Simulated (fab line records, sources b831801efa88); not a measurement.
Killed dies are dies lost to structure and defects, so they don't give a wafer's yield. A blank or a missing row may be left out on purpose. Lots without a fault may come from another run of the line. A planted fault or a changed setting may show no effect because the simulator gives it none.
One fault seen from 2 desks | flow gf180mcu | each desk has only its own numbers; what lay behind them comes last

THE TOOL OWNER'S DESK: pvd_sputter-01
The tool's own readings at GF_M3_SPUTTER_03 (material Ti, target thk 10 nm, time 6.7 s): means of the sampled wafers that have a number, for each lot that ran on this tool. A lot is out of limits, marked OUT, if its mean lies more than 4 standard deviations from the usual mean; the brackets give that distance.
Columns: A = throttle_valve_pct at GF_M3_SPUTTER_03, usual 30.1 %
lot  | first seen here | A
L216 | day 21 08:01    | 30.3
L223 | day 23 22:19    | 29.9
L225 | day 24 17:27    | 30.0
This desk's finding: nothing out of limits on any of the 3 lots.

THE METROLOGY DESK
What the gauges read, lot by lot, whatever tool the lot ran on: means of the sampled wafers that have a number. A lot is out of limits, marked OUT, if its mean lies more than 4 standard deviations from the usual mean; the brackets give that distance.
Columns: A = V2_W_RS at GF_V2_RS_MEAS_24, usual 0.329 ohm/sq; B = V2_W_THK at GF_V2_THK_MEAS_25, usual 349 nm
lot  | first seen here | A     | B
L216 | day 21 07:23    | 0.329 | 356
L223 | day 23 21:41    | 0.325 | 353
L225 | day 24 16:52    | 0.326 | 352
L227 | day 25 07:17    | 0.331 | 336
L232 | day 27 09:37    | 0.330 | 349
L236 | day 28 08:19    | 0.332 | 348
This desk's finding: nothing out of limits on any of the 6 lots.

PUT TOGETHER
The tool owner's desk saw nothing out of limits.
The metrology desk saw nothing out of limits.

WHAT THE SIMULATOR HAD PUT IN
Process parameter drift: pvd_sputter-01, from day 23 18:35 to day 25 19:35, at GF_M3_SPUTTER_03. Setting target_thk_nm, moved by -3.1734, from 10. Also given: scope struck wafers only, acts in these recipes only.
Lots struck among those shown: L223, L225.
